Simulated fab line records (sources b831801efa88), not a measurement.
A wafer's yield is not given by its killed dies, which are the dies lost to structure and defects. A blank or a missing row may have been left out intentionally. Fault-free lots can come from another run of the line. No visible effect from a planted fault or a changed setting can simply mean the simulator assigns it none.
The tool behind it: which one? :: flow gf180mcu :: Sampling: 11 lots, 33 wafers, 5 of 602 route steps

WHAT EACH GAUGE READ, for each wafer
GF_V5_THK_MEAS_03.
lot: L503
measured: day 26 18:24
on: film_metro-03
V5_CVD_02_THK (nm): 1458 1442 1484

lot: L504
measured: day 27 03:03
on: film_metro-04
V5_CVD_02_THK (nm): 1436 1445 1464

lot: L505
measured: day 27 04:18
on: film_metro-04
V5_CVD_02_THK (nm): 1432 1419 1450

lot: L509
measured: day 29 03:13
on: film_metro-03
V5_CVD_02_THK (nm): 1224 1252 1233

lot: L513
measured: day 30 08:07
on: film_metro-01
V5_CVD_02_THK (nm): 1218 1241 1238

lot: L517
measured: day 31 05:14
on: film_metro-03
V5_CVD_02_THK (nm): 1455 1475 1473

lot: L516
measured: day 31 12:46
on: film_metro-01
V5_CVD_02_THK (nm): 1429 1461 1468

lot: L519
measured: day 31 19:48
on: film_metro-03
V5_CVD_02_THK (nm): 1457 1457 1458

lot: L520
measured: day 32 02:21
on: film_metro-03
V5_CVD_02_THK (nm): 1458 1432 1481

lot: L521
measured: day 32 04:42
on: film_metro-04
V5_CVD_02_THK (nm): 1442 1470 1484

lot: L524
measured: day 33 02:08
on: film_metro-01
V5_CVD_02_THK (nm): 1429 1427 1421

TOOL THAT RAN EACH LOT (tool first, then ch and the chambers of the sampled wafers, then the start)
lot: L503
GF_MIM_CVD_05: pecvd-04 ch 0,1,2, day 24 23:43
GF_M5_ETCH_09: rie_diel-02 ch 0,2,3, day 26 17:29
GF_M5_STRIP_11: plasma_asher-01 ch 0,1, day 26 17:37
GF_V5_CVD_02: pecvd-04 ch 1,2, day 26 18:17

lot: L504
GF_MIM_CVD_05: pecvd-01 ch 0,2, day 25 07:56
GF_M5_ETCH_09: rie_diel-04 ch 1,2,3, day 27 02:10
GF_M5_STRIP_11: plasma_asher-04 ch 0,1, day 27 02:17
GF_V5_CVD_02: pecvd-04 ch 0,1, day 27 02:56

lot: L505
GF_MIM_CVD_05: pecvd-04 ch 0,1, day 25 10:09
GF_M5_ETCH_09: rie_diel-01 ch 0,1,2, day 27 03:18
GF_M5_STRIP_11: plasma_asher-03 ch 0,1, day 27 03:33
GF_V5_CVD_02: pecvd-02 ch 0,1,2, day 27 04:11

lot: L509
GF_MIM_CVD_05: pecvd-01 ch 1,2, day 27 11:02
GF_M5_ETCH_09: rie_diel-01 ch 0,3, day 29 02:13
GF_M5_STRIP_11: plasma_asher-04 ch 0,1, day 29 02:21
GF_V5_CVD_02: pecvd-03 ch 0,1, day 29 03:02

lot: L513
GF_MIM_CVD_05: pecvd-01 ch 0,1,2, day 28 16:56
GF_M5_ETCH_09: rie_diel-02 ch 1,2,3, day 30 06:34
GF_M5_STRIP_11: plasma_asher-04 ch 0,1, day 30 06:44
GF_V5_CVD_02: pecvd-03 ch 0, day 30 07:53

lot: L517
GF_MIM_CVD_05: pecvd-01 ch 0,2, day 29 15:11
GF_M5_ETCH_09: rie_diel-02 ch 0,2,3, day 31 04:19
GF_M5_STRIP_11: plasma_asher-01 ch 0, day 31 04:27
GF_V5_CVD_02: pecvd-02 ch 0,1,2, day 31 05:05

lot: L516
GF_MIM_CVD_05: pecvd-03 ch 0,1, day 30 00:17
GF_M5_ETCH_09: rie_diel-04 ch 0,1,2, day 31 11:52
GF_M5_STRIP_11: plasma_asher-03 ch 0,1, day 31 11:59
GF_V5_CVD_02: pecvd-02 ch 1,2, day 31 12:40

lot: L519
GF_MIM_CVD_05: pecvd-03 ch 0,2, day 30 05:52
GF_M5_ETCH_09: rie_diel-04 ch 0,1,3, day 31 18:55
GF_M5_STRIP_11: plasma_asher-01 ch 0,1, day 31 19:03
GF_V5_CVD_02: pecvd-02 ch 0,1,2, day 31 19:41

lot: L520
GF_MIM_CVD_05: pecvd-04 ch 1,2, day 30 13:58
GF_M5_ETCH_09: rie_diel-04 ch 0,1,2, day 32 01:21
GF_M5_STRIP_11: plasma_asher-01 ch 0,1, day 32 01:36
GF_V5_CVD_02: pecvd-02 ch 1,2, day 32 02:14

lot: L521
GF_MIM_CVD_05: pecvd-03 ch 0,1, day 30 16:29
GF_M5_ETCH_09: rie_diel-02 ch 1,2,3, day 32 03:43
GF_M5_STRIP_11: plasma_asher-04 ch 0,1, day 32 03:57
GF_V5_CVD_02: pecvd-04 ch 1,2, day 32 04:35

lot: L524
GF_MIM_CVD_05: pecvd-01 ch 0,1, day 31 14:23
GF_M5_ETCH_09: rie_diel-02 ch 1,2, day 33 01:16
GF_M5_STRIP_11: plasma_asher-03 ch 0,1, day 33 01:23
GF_V5_CVD_02: pecvd-03 ch 0,1,2, day 33 02:02
- GF_MIM_CVD_05: deposits Si3N4, target thk 42 nm, time 29.086 s.
- GF_M5_ETCH_09: etches Si3N4 in CF4/O2, target depth 52 nm, time 11.6 s.
- GF_M5_STRIP_11: strips in O2/N2.
- GF_V5_CVD_02: deposits SiO2 from TEOS, target thk 1450 nm, time 163.28 s.

THE ANSWER, worked out from the rows above alone
Rule: what is usual is taken from the lots themselves. The widest of any qualifying gaps counts: lots, ordered by their means at a reading, are off when they make up no more than a third of the lots, leave a main group of 4 or more, and stand apart from it by 3 or more times the standard deviation of that group's means. Not used: any main group whose means are identical at the precision the tables above print for the reading. Also off: a lot with no number at a reading for which 4 or more lots have one. All remaining lots with rows at the step are treated as sound.
Off: L509, L513, at GF_V5_THK_MEAS_03 (V5_CVD_02_THK). The main group: mean 1452 nm, standard deviation 13.
If a tool, at a process step before that reading, ran all the lots that are off and no sound lot after the first of them, it fits. Gauges at GF_V5_THK_MEAS_03: tried the same way as those tools. Of those tried, none fits.

WHAT THE SIMULATOR HAD INSERTED
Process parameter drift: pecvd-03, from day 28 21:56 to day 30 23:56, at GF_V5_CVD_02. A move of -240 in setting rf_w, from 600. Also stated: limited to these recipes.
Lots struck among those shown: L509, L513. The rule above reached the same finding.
